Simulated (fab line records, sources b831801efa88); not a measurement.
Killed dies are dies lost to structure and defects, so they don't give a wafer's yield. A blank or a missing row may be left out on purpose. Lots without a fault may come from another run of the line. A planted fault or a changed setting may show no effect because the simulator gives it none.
fab line records | flow gf180mcu
record lots=14 wafers=42 last_day=34
route steps=602 shown HV_LDD@211 CONTACT@311 V1@338
lots that met no fault: from a run of the same line without faults
start_h: hours from the record's first day to the start of the lot's first wafer shown | wait_h: hours since the lot's step before | " the same as in the row above | L1.1+2: a row that stands for several wafers | - no value, or no start given | * or withheld: withheld | < > ~ a bound
route shown NAME@n: a module of which the file shows steps, and the number in the route of the first | usual: mean/standard deviation of fault-free wafers | same: alike in all rows | chamber/n: place in a boat | sites: the reading at each site | _std_site: their standard deviation | _edge_site: outer sites' mean less inner sites' | radius_mm: how far each site lies from the wafer's centre | mask NAME#n: copy n | behind: the tool/chamber that last shaped the wafer | hold: why the lot was held/for how many hours/how that ended | device: the transistor (n, p or np) that didn't switch | end of line: the same wafers' tests at the end of the route | a step without rows: its recipe alone | killed: dies lost to structure and defects at the first sort, not the wafer's yield | map: a wafer's dies, x killed, . not, _ none there
set.NAME: the setting as run; set.NAME@STEP: as run at that earlier step | model.NAME: the simulator's own value behind a step, which no gauge read
steps of the route over a sample of lots; a table a step, a row a wafer
services: from which hour (start_h, from the record's first day; less than 0 if before it) a tool's chamber was out of use, for how many hours, and why
## steps
# step GF_HV_LDD_IMPLANT_35
# recipe species=P energy_kev=60 dose_cm2=7.5e+12 tilt_deg=30 rotation_deg=180
# usual beam_energy_keV=59.997/0.02 beam_on_s=10.02/0.2 tilt_deg=29.997/0.021
# columns lot.wafer tool chamber start_h wait_h beam_energy_keV beam_on_s tilt_deg
L718.2 implanter-01 0 274.24 0.1 59.966 10.21 30.010
L718.3 " 0 " " 59.983 9.69 29.997
L718.4 " 0 " " 59.988 9.88 29.973
L719.1 implanter-01 0 280.36 0.1 59.968 9.83 30.001
L719.4 " 0 " " 59.959 9.98 30.008
L719.5 " 0 " " 59.988 9.98 30.012
L720.2 implanter-01 0 289.84 0.1 59.990 10.07 29.983
L720.3 " 0 " " 60.012 9.96 29.997
L720.5 " 0 " " 60.005 10.04 29.992
L722.1 implanter-02 0 306.96 0.1 59.978 10.13 29.979
L722.2 " 0 " " 60.008 10.02 30.017
L722.6 " 0 " " 60.010 10.16 29.985
L723.1 implanter-02 - 315.36 0.1 - - -
L723.2 " - " " - - -
L723.6 " - " " - - -
L724.1 implanter-01 - 323.16 0.1 - - -
L724.2 " - " " - - -
L724.3 " - " " - - -
L725.1 implanter-01 0 332.96 0.1 60.011 9.84 30.008
L725.3 " 0 " " 60.005 10.01 30.001
L725.4 " 0 " " 59.991 9.88 30.015
L727.1 implanter-03 0 348.81 0.1 60.024 10.24 29.981
L727.4 " 0 " " 60.033 10.13 29.998
L727.5 " 0 " " 60.017 10.08 29.972
L731.1 implanter-03 0 386.06 0.1 60.013 10.03 29.995
L731.4 " 0 " " 60.029 10.00 30.027
L731.5 " 0 " " 60.034 9.85 29.992
L732.2 implanter-02 0 388.38 0.1 59.978 10.21 30.005
L732.5 " 0 " " 59.960 9.63 29.998
L732.6 " 0 " " 59.969 10.20 30.013
L733.2 implanter-02 0 392.79 0.1 60.006 9.75 29.978
L733.5 " 0 " " 60.022 9.72 29.996
L733.6 " 0 " " 59.996 9.71 29.964
L736.1 implanter-02 0 424.30 0.1 59.997 9.85 30.006
L736.2 " 0 " " 59.976 10.03 30.030
L736.4 " 0 " " 60.006 10.30 30.013
L737.2 implanter-02 0 437.14 0.1 60.014 9.97 29.989
L737.3 " 0 " " 59.994 10.08 30.010
L737.6 " 0 " " 60.012 10.18 29.998
L738.1 implanter-01 0 446.80 0.1 59.983 10.39 29.965
L738.2 " 0 " " 60.010 10.06 29.984
L738.5 " 0 " " 59.987 9.95 29.978
# step GF_HV_LDD_TW_MEAS_38
# usual HV_LDD_3_TW=1437/14
# columns lot.wafer tool chamber start_h wait_h HV_LDD_3_TW
L718.2 film_metro-01 - 274.63 0.1 1433
L718.3 " - " " 1427
L718.4 " - " " 1424
L719.1 film_metro-04 - 280.76 0.1 1463
L719.4 " - " " 1481
L719.5 " - " " 1471
L720.2 film_metro-04 - 290.22 0.1 1453
L720.3 " - " " 1461
L720.5 " - " " 1453
L722.1 film_metro-01 - 307.36 0.1 1429
L722.2 " - " " 1427
L722.6 " - " " 1429
L723.1 film_metro-01 - 315.76 0.1 1308
L723.2 " - " " 1302
L723.6 " - " " 1305
L724.1 film_metro-02 - 323.56 0.1 1291
L724.2 " - " " 1300
L724.3 " - " " 1300
L725.1 film_metro-01 - 333.36 0.1 1425
L725.3 " - " " 1426
L725.4 " - " " 1432
L727.1 film_metro-01 - 349.21 0.1 1424
L727.4 " - " " 1425
L727.5 " - " " 1431
L731.1 film_metro-04 - 386.46 0.1 1456
L731.4 " - " " 1441
L731.5 " - " " 1446
L732.2 film_metro-04 - 388.76 0.1 1453
L732.5 " - " " 1451
L732.6 " - " " 1454
L733.2 film_metro-04 - 393.17 0.1 1463
L733.5 " - " " 1459
L733.6 " - " " 1456
L736.1 film_metro-04 - 424.70 0.1 1443
L736.2 " - " " 1457
L736.4 " - " " 1445
L737.2 film_metro-01 - 437.52 0.1 1444
L737.3 " - " " 1445
L737.6 " - " " 1431
L738.1 film_metro-01 - 447.20 0.1 1441
L738.2 " - " " 1431
L738.5 " - " " 1431
# step GF_HV_LDD_RS_MEAS_53
# recipe thk_meas_gauge=four-point-probe
# usual HV_LDD_RS=418.9/0.93
# columns lot.wafer tool chamber start_h wait_h HV_LDD_RS[ohm/sq]
L718.2 film_metro-04 - 295.20 0.1 417.4
L718.3 " - " " 418.8
L718.4 " - " " 418.3
L719.1 film_metro-01 - 301.34 0.1 421.1
L719.4 " - " " 419.8
L719.5 " - " " 419.5
L720.2 film_metro-04 - 311.21 0.1 420.6
L720.3 " - " " 420.2
L720.5 " - " " 419.2
L722.1 film_metro-04 - 328.58 0.1 419.9
L722.2 " - " " 417.6
L722.6 " - " " 418.7
L723.1 film_metro-02 - 337.14 0.1 441.7
L723.2 " - " " 440.1
L723.6 " - " " 441.1
L724.1 film_metro-02 - 345.79 0.1 438.9
L724.2 " - " " 438.8
L724.3 " - " " 439.5
L725.1 film_metro-02 - 356.09 0.1 419.5
L725.3 " - " " 418.4
L725.4 " - " " 419.1
L727.1 film_metro-01 - 371.53 0.1 417.6
L727.4 " - " " 417.3
L727.5 " - " " 416.5
L731.1 film_metro-04 - 410.58 0.1 419.4
L731.4 " - " " 418.7
L731.5 " - " " 419.0
L732.2 film_metro-04 - 412.55 0.1 420.0
L732.5 " - " " 418.3
L732.6 " - " " 418.8
L733.2 film_metro-04 - 417.31 0.1 418.3
L733.5 " - " " 419.0
L733.6 " - " " 419.0
L736.1 film_metro-02 - 449.64 0.1 417.6
L736.2 " - " " 419.4
L736.4 " - " " 418.0
L737.2 film_metro-02 - 462.35 0.1 418.6
L737.3 " - " " 418.1
L737.6 " - " " 418.3
L738.1 film_metro-01 - 472.34 0.1 419.0
L738.2 " - " " 419.5
L738.5 " - " " 419.5
# step GF_CONTACT_CVD_24
# recipe material=W target_thk_nm=300 time_s=90.339 temp_c=400 pressure_torr=40
# usual heater_power_outer_w=538/50 heater_power_w=899/66
# columns lot.wafer tool chamber start_h wait_h heater_power_outer_w heater_power_w since_wet_clean_h
L718.2 cvd_w-01 0 387.71 0.0 520 805 998
L718.3 " 0 " " 513 802 -
L718.4 " 1 " " 650 1071 -
L719.1 cvd_w-02 1 394.57 0.0 558 938 491
L719.4 " 1 " " 538 922 -
L719.5 " 0 " " 485 863 -
L720.2 cvd_w-02 1 404.86 0.0 543 933 501
L720.3 " 1 " " 542 936 -
L720.5 " 1 " " 533 915 -
L722.1 cvd_w-02 1 426.93 0.0 548 973 523
L722.2 " 0 " " 476 851 523
L722.6 " 0 " " 479 864 -
L725.1 cvd_w-01 1 455.68 0.0 622 928 52
L725.3 " 1 " " 615 949 -
L725.4 " 0 " " 505 792 -
L727.1 cvd_w-02 1 473.56 0.0 559 961 570
L727.4 " 0 " " 481 853 -
L727.5 " 1 " " 550 941 -
L731.1 cvd_w-02 1 514.88 0.0 539 943 611
L731.4 " 1 " " 553 947 -
L731.5 " 0 " " 490 858 -
L732.2 cvd_w-02 0 517.13 0.0 495 846 613
L732.5 " 1 " " 562 919 -
L732.6 " 0 " " 475 850 -
L733.2 cvd_w-01 0 519.89 0.0 512 806 116
L733.5 " 1 " " 615 952 -
L733.6 " 0 " " 520 808 -
L736.1 cvd_w-02 1 550.71 0.0 549 924 647
L736.2 " 0 " " 482 850 647
L736.4 " 1 " " 555 925 -
L737.2 cvd_w-02 0 563.01 0.0 498 869 659
L737.3 " 0 " " 487 881 -
L737.6 " 0 " " 484 862 -
L738.1 cvd_w-02 0 571.06 0.0 483 855 667
L738.2 " 1 " " 569 931 667
L738.5 " 0 " " 481 871 -
# step GF_V1_THK_MEAS_03
# recipe reads=SiO2_of_V1_CVD_02
# usual V1_CVD_02_THK=848/9.9
# columns lot.wafer tool chamber start_h wait_h V1_CVD_02_THK[nm]
L718.2 film_metro-01 - 412.81 0.1 846
L718.3 " - " " 835
L718.4 " - " " 851
L719.1 film_metro-03 - 420.52 0.0 845
L719.4 " - " " 866
L719.5 " - " " 851
L720.2 film_metro-02 - 430.53 0.0 833
L720.3 " - " " 821
L720.5 " - " " 838
L722.1 film_metro-03 - 453.38 0.0 829
L722.2 " - " " 836
L722.6 " - " " 840
L725.1 film_metro-01 - 481.63 0.0 838
L725.3 " - " " 844
L725.4 " - " " 851
L727.1 film_metro-02 - 499.12 0.0 844
L727.4 " - " " 852
L727.5 " - " " 854
L731.1 film_metro-03 - 539.27 0.0 848
L731.4 " - " " 858
L731.5 " - " " 848
L732.2 film_metro-03 - 542.38 0.0 844
L732.5 " - " " 857
L732.6 " - " " 861
L733.2 film_metro-02 - 544.82 0.0 857
L733.5 " - " " 862
L733.6 " - " " 880
L736.1 film_metro-03 - 574.90 0.0 840
L736.2 " - " " 833
L736.4 " - " " 851
L737.2 film_metro-02 - 585.28 0.0 847
L737.3 " - " " 844
L737.6 " - " " 854
L738.1 film_metro-01 - 594.07 0.0 838
L738.2 " - " " 855
L738.5 " - " " 855
# step GF_V1_STRIP_18
# recipe chemistry=O2/N2 power_w=1400 pressure_mtorr=1545 platen_temp_c=250 o2_flow_sccm=3000 n2_flow_sccm=300 overash_fraction=0.5
# usual drypump_motor_current_A=5.6/0.48 heater_power_w=334/32 oes_product_au=0.593/0.0047
# columns lot.wafer tool chamber start_h wait_h drypump_motor_current_A heater_power_w oes_product_au rf_hours_counter_h
L718.2 plasma_asher-02 1 437.38 - 5.7 336 0.590 34
L718.3 " 1 " " 5.8 334 0.598 -
L718.4 " 0 " " 5.6 277 0.597 -
L719.1 plasma_asher-02 1 445.44 - 5.8 333 0.593 35
L719.4 " 1 " " 5.8 341 0.594 -
L719.5 " 0 " " 5.6 268 0.592 -
L720.2 plasma_asher-04 0 455.79 - 5.7 323 0.593 2
L720.3 " 0 " " 5.7 325 0.590 -
L720.5 " 0 " " 5.7 321 0.592 -
L722.1 plasma_asher-04 0 478.88 - 5.7 318 0.596 5
L722.2 " 1 " " 6.4 328 0.602 5
L722.6 " 0 " " 5.7 321 0.587 -
L725.1 plasma_asher-02 1 505.79 - 5.8 331 0.592 41
L725.3 " 0 " " 5.6 276 0.595 -
L725.4 " 1 " " 5.8 341 0.592 -
L727.1 plasma_asher-04 1 523.68 - 6.4 327 0.596 10
L727.4 " 0 " " 5.7 323 0.592 -
L727.5 " 1 " " 6.4 318 0.601 -
L731.1 plasma_asher-01 0 563.08 - 5.1 350 0.587 78
L731.4 " 1 " " 5.0 375 0.588 -
L731.5 " 0 " " 5.1 354 0.595 -
L732.2 plasma_asher-04 0 565.58 - 5.7 327 0.588 14
L732.5 " 1 " " 6.5 322 0.589 -
L732.6 " 0 " " 5.7 330 0.586 -
L733.2 plasma_asher-01 0 568.49 - 5.1 353 0.591 79
L733.5 " 0 " " 5.1 347 0.593 -
L733.6 " 1 " " 5.0 387 0.594 -
L736.1 plasma_asher-01 0 598.34 - 5.1 363 0.595 82
L736.2 " 1 " " 5.0 381 0.590 82
L736.4 " 0 " " 5.1 357 0.595 -
L737.2 plasma_asher-01 1 607.33 - 5.0 377 0.595 83
L737.3 " 0 " " 5.1 354 0.596 -
L737.6 " 1 " " 5.0 386 0.591 -
L738.1 plasma_asher-02 0 615.63 - 5.6 272 0.600 52
L738.2 " 1 " " 5.7 343 0.594 52
L738.5 " 0 " " 5.6 271 0.591 -
## services
# columns tool chamber start_h hours kind
plasma_asher-01 - 260.82 13.4 repair
cvd_w-02 1 270.04 17.1 repair
plasma_asher-02 - 287.11 15.6 pm
cvd_w-01 1 318.31 2.4 repair
implanter-01 - 335.56 1.7 repair
cvd_w-01 - 371.81 4.3 pm
cvd_w-02 0 375.91 8.6 repair
cvd_w-01 - 390.00 14.0 pm
implanter-01 - 393.59 3.6 pm
implanter-02 - 397.09 1.0 repair
plasma_asher-04 - 398.36 15.6 pm
cvd_w-01 - 404.00 2.8 pm
plasma_asher-04 - 415.72 1.8 repair
plasma_asher-04 - 421.25 9.0 pm
cvd_w-01 - 427.18 1.7 repair
cvd_w-02 1 427.47 4.6 repair
implanter-02 - 444.10 3.2 repair
plasma_asher-02 - 453.75 5.5 repair
cvd_w-02 0 474.09 24.1 repair
cvd_w-01 - 494.77 6.9 pm
cvd_w-02 - 516.53 0.2 repair
plasma_asher-02 - 548.35 5.4 repair
cvd_w-02 - 610.39 28.1 pm
implanter-01 - 611.94 5.3 repair
## key
first_sign step=GF_HV_LDD_IMPLANT_35 reading=tool_record direction=missing
effect step=GF_HV_LDD_TW_MEAS_38 reading=HV_LDD_3_TW direction=down sigmas=9.7 usual=1437 struck=1301
effect step=GF_HV_LDD_RS_MEAS_53 reading=HV_LDD_RS direction=up sigmas=23 usual=418.9 struck=440.0
met_at GF_HV_LDD_IMPLANT_35
struck_lots L723,L724
later_rows_left_out L723.1,L723.2,L723.6,L724.1,L724.2,L724.3
sort_left_out L723.1,L723.2,L723.6,L724.1,L724.2,L724.3
tester_left_out L723,L724
not_acting_at GF_CONTACT_CVD_24,GF_V1_THK_MEAS_03,GF_V1_STRIP_18
onset_between 306.96 315.36
fault kind=skipped_step_whole tool=implanter-01,implanter-02 chamber=- onset_h=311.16 steps=GF_HV_LDD_IMPLANT_35 scope=struck_lots_only
# tester_left_out: of these lots the tester's yield and bins aren't shown, on N5 and GAA mostly nor the transistor test; their killed dies are dies lost to structure and defects alone, not to doping, threshold or leakage, so they don't give the yield
# sort_left_out: the simulated sort isn't trusted on such a fault, so these wafers' sort isn't shown, and their yield isn't known
# later_rows_left_out: the simulator's readings of these wafers behind a module that went badly wrong aren't trusted and aren't shown, but for the sort
